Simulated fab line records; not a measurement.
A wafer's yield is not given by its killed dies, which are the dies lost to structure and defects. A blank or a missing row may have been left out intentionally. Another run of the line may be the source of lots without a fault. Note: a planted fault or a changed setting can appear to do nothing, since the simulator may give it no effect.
Which tool is to blame? | flow sky130 | 13 lots with 39 wafers sampled at 4 steps, on a route of 708 steps

## WHAT THE GAUGES SHOWED, per wafer
SKY_CAP2M_OVL_MEAS_12.
lot  | measured     | on         | CAP2M_OVL (nm)
L284 | day 40 21:20 | overlay-02 | -1.6 -1.0 -1.7
L285 | day 41 03:17 | overlay-02 | -2.3 -2.6 -2.0
L287 | day 41 23:39 | overlay-02 | -0.7 -3.0 -2.7
L294 | day 43 17:57 | overlay-02 | -4.1 -3.2 -3.4
L295 | day 44 01:06 | overlay-02 | -3.3 -1.6 -2.8
L296 | day 44 08:03 | overlay-02 | -1.3 -0.1 0.0
L299 | day 45 08:16 | overlay-02 | -0.9 -0.8 2.5
L301 | day 45 16:42 | overlay-02 | -2.4 -4.2 -1.5
L303 | day 46 03:45 | overlay-01 | -0.5 2.5 2.2
L304 | day 46 08:09 | overlay-02 | -2.5 -1.6 0.5
L305 | day 46 18:27 | overlay-02 | -2.7 -0.3 0.1
L306 | day 47 04:56 | overlay-01 | 3.3 1.1 2.6
L307 | day 47 10:24 | overlay-01 | -0.8 -0.1 0.4

## WHICH TOOL RAN EACH LOT (tool, then ch and the chambers of the sampled wafers, then the start)
lot  | SKY_GATE_OXIDE_OXIDATION_16   | SKY_VIA3_CMP_02               | SKY_METAL4_SPUTTER_04
L284 | furnace-01 ch 0, day 14 00:49 | cmp-01 ch 0,1, day 38 18:07   | pvdSputter-03, day 39 21:07
L285 | furnace-02 ch 0, day 14 09:52 | cmp-01 ch 0,2, day 39 00:36   | pvdSputter-04, day 40 02:41
L287 | furnace-02 ch 0, day 15 02:02 | cmp-01 ch 1,3, day 39 21:06   | pvdSputter-03, day 40 23:21
L294 | furnace-01 ch 0, day 17 08:09 | cmp-01 ch 0,1,3, day 41 17:22 | pvdSputter-02, day 42 19:04
L295 | furnace-01 ch 0, day 17 18:56 | cmp-02 ch 2,3, day 42 01:06   | pvdSputter-04, day 43 02:13
L296 | furnace-01 ch 0, day 18 04:15 | cmp-01 ch 0,1,2, day 42 08:40 | pvdSputter-02, day 43 09:40
L299 | furnace-02 ch 0, day 19 13:20 | cmp-01 ch 0,1,2, day 43 09:56 | pvdSputter-03, day 44 10:37
L301 | furnace-02 ch 0, day 20 00:03 | cmp-02 ch 1,2,3, day 43 19:18 | pvdSputter-03, day 44 19:51
L303 | furnace-01 ch 0, day 20 17:20 | cmp-02 ch 0,2,3, day 44 07:07 | pvdSputter-04, day 45 06:44
L304 | furnace-02 ch 0, day 20 23:20 | cmp-02 ch 1,2,3, day 44 11:32 | pvdSputter-03, day 45 11:03
L305 | furnace-02 ch 0, day 21 16:02 | cmp-02 ch 1,2,3, day 44 23:07 | pvdSputter-03, day 45 22:37
L306 | furnace-02 ch 0, day 22 06:08 | cmp-01 ch 0,1,3, day 45 09:25 | pvdSputter-04, day 46 08:46
L307 | furnace-01 ch 0, day 22 16:34 | cmp-02 ch 1,2, day 45 15:10   | pvdSputter-02, day 46 14:22
- SKY_GATE_OXIDE_OXIDATION_16: stabilise 600 s, purge 300 s, target thk 3.57 nm.
- SKY_VIA3_CMP_02: polishes SiO2.
- SKY_METAL4_SPUTTER_04: material TiN, target thk 70 nm, time 58.3 s.

## AS READ BY THE TOOLS THEMSELVES (means over the sampled wafers that have a number; for cases with no such wafer, the mark the record gives instead)
SKY_GATE_OXIDE_OXIDATION_16.
lot  | tool       | rampUpCPerMin | spikeTcBottomC (C) | spikeTcCentreC (C) | spikeTcLowerC (C) | spikeTcTopC (C) | spikeTcUpperC (C) | tube_center_temp_C_max | zonePowerCentrePct (%)
L284 | furnace-01 | 10.001        | 816.7              | 801.3              | 801.0             | 817.7           | 802.1             | 802.3                  | 14.28
L285 | furnace-02 | 10.002        | 818.7              | 801.7              | 800.8             | 814.5           | 801.2             | 802.3                  | 14.62
L287 | furnace-02 | 9.999         | 818.7              | 798.9              | 801.2             | 814.2           | 801.0             | 802.0                  | 14.79
L294 | furnace-01 | 10.000        | 817.0              | 800.7              | 800.5             | 818.5           | 802.9             | 801.9                  | 14.46
L295 | furnace-01 | 9.999         | 807.4              | 791.5              | 791.6             | 807.0           | 792.6             | 802.1                  | 14.24
L296 | furnace-01 | 9.999         | 808.0              | 791.3              | 791.7             | 807.1           | 792.8             | 802.0                  | 14.24
L299 | furnace-02 | 10.001        | 819.1              | 799.7              | 801.6             | 814.1           | 801.1             | 802.1                  | 14.73
L301 | furnace-02 | 10.000        | 819.7              | 800.8              | 801.2             | 814.6           | 802.0             | 802.0                  | 14.76
L303 | furnace-01 | 9.999         | 816.9              | 800.7              | 801.4             | 817.4           | 802.7             | 801.8                  | 14.47
L304 | furnace-02 | 9.999         | 820.0              | 799.7              | 799.9             | 814.2           | 801.1             | 802.0                  | 14.71
L305 | furnace-02 | 9.999         | 820.6              | 800.8              | 801.2             | 815.5           | 801.5             | 801.7                  | 14.85
L306 | furnace-02 | 10.001        | 818.7              | 801.0              | 801.0             | 814.7           | 800.2             | 802.1                  | 14.67
L307 | furnace-01 | 10.000        | 817.6              | 800.6              | 800.2             | 816.8           | 802.1             | 802.2                  | 14.61

SKY_VIA3_CMP_02.
lot  | tool   | headPressurePsi (psi) | motorCurrentA (A)
L284 | cmp-01 | 4.002                 | 13.0
L285 | cmp-01 | 3.984                 | 13.1
L287 | cmp-01 | 4.001                 | 13.0
L294 | cmp-01 | 3.994                 | 13.1
L295 | cmp-02 | 3.995                 | 12.0
L296 | cmp-01 | 4.005                 | 13.3
L299 | cmp-01 | 4.000                 | 13.6
L301 | cmp-02 | 4.001                 | 12.3
L303 | cmp-02 | 3.995                 | 12.9
L304 | cmp-02 | 4.002                 | 12.4
L305 | cmp-02 | 3.997                 | 11.9
L306 | cmp-01 | 4.001                 | 13.1
L307 | cmp-02 | 3.990                 | 11.8

SKY_METAL4_SPUTTER_04.
lot  | tool          | throttleValvePct (%)
L284 | pvdSputter-03 | 30.4
L285 | pvdSputter-04 | 30.5
L287 | pvdSputter-03 | 31.0
L294 | pvdSputter-02 | 30.8
L295 | pvdSputter-04 | 29.8
L296 | pvdSputter-02 | 30.9
L299 | pvdSputter-03 | 29.2
L301 | pvdSputter-03 | 30.4
L303 | pvdSputter-04 | 29.6
L304 | pvdSputter-03 | 31.5
L305 | pvdSputter-03 | 31.5
L306 | pvdSputter-04 | 29.7
L307 | pvdSputter-02 | 30.8

## THE ANSWER, worked out from the rows above alone
Rule: what is usual is taken from the lots themselves. Put in order of their means at a reading, lots are off if they are a third of the lots or fewer, leave a main group of 4 or more, and stand apart from it by a gap of 3 or more times the standard deviation of the main group's means; of several such gaps the widest counts. The tables above print the reading to a certain number of digits; a main group whose means all agree to those digits is not used. Also off: a lot with no number at a reading for which 4 or more lots have one. All remaining lots with rows at the step are treated as sound. After the gauges, taken in route order, come the tools' own readings; for these a lot's mean is taken, as printed above. The first step at which some lot is off is used, and at that step the reading that is off furthest; a lot without a number counts as furthest.
Off: L295, L296 (SKY_GATE_OXIDE_OXIDATION_16, spikeTcLowerC). Main group: mean 800.9 C, sd 0.49.
A tool fits if, at that step or a process step before it, it ran every lot that is off, and no sound lot after the first of them. Of those tried, none fits.

## WHAT THE SIMULATOR PUT IN
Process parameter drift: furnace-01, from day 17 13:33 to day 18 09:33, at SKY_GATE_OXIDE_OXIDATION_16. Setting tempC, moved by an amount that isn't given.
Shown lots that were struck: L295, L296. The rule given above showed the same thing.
